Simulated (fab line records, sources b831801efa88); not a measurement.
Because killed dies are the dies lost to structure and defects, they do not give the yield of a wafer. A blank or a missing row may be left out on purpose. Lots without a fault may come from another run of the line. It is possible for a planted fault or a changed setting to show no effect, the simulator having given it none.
Which tool was responsible? || flow gf180mcu || 21 wafers sampled from 7 lots at 1 step of a route of 602

## WHAT THE GAUGES READ, wafer by wafer
GF_VT_IMPLANT_OVL_MEAS_29.
{"lot": "L227", "measured": "day 6 21:05", "on": "overlay-01", "VT_IMPLANT_02_OVL (nm)": "-1.6 -2.0 -2.3"}
{"lot": "L230", "measured": "day 7 13:29", "on": "overlay-02", "VT_IMPLANT_02_OVL (nm)": "-1.7 -1.0 -1.5"}
{"lot": "L232", "measured": "day 9 13:44", "on": "overlay-02", "VT_IMPLANT_02_OVL (nm)": "-1.8 -1.8 -1.1"}
{"lot": "L235", "measured": "day 9 20:26", "on": "overlay-02", "VT_IMPLANT_02_OVL (nm)": "0.7 -0.3 0.1"}
{"lot": "L242", "measured": "day 11 13:22", "on": "overlay-02", "VT_IMPLANT_02_OVL (nm)": "-4.4 -4.0 -2.2"}
{"lot": "L244", "measured": "day 12 04:29", "on": "overlay-02", "VT_IMPLANT_02_OVL (nm)": "-2.3 -0.9 -2.3"}
{"lot": "L246", "measured": "day 12 16:08", "on": "overlay-01", "VT_IMPLANT_02_OVL (nm)": "0.7 2.5 -1.1"}

## EACH LOT AND THE TOOL THAT RAN IT (in order: tool; ch and the chambers of the sampled wafers; start)
No process step before these readings appears in the record.

## THE ANSWER, worked out from the rows above alone
Rule: usual is defined by the lots themselves. The widest of any qualifying gaps counts: lots, ordered by their means at a reading, are off when they make up no more than a third of the lots, leave a main group of 4 or more, and stand apart from it by 3 or more times the standard deviation of that group's means. The tables above print the reading to a certain number of digits; a main group whose means all agree to those digits is not used. Also off: a lot with no number at a reading for which 4 or more lots have one. Where the step has rows for the other lots, those lots are counted as sound.
Across all readings shown, no lot is off: no conclusion can be drawn from this.

## WHAT THE SIMULATOR HAD INSERTED
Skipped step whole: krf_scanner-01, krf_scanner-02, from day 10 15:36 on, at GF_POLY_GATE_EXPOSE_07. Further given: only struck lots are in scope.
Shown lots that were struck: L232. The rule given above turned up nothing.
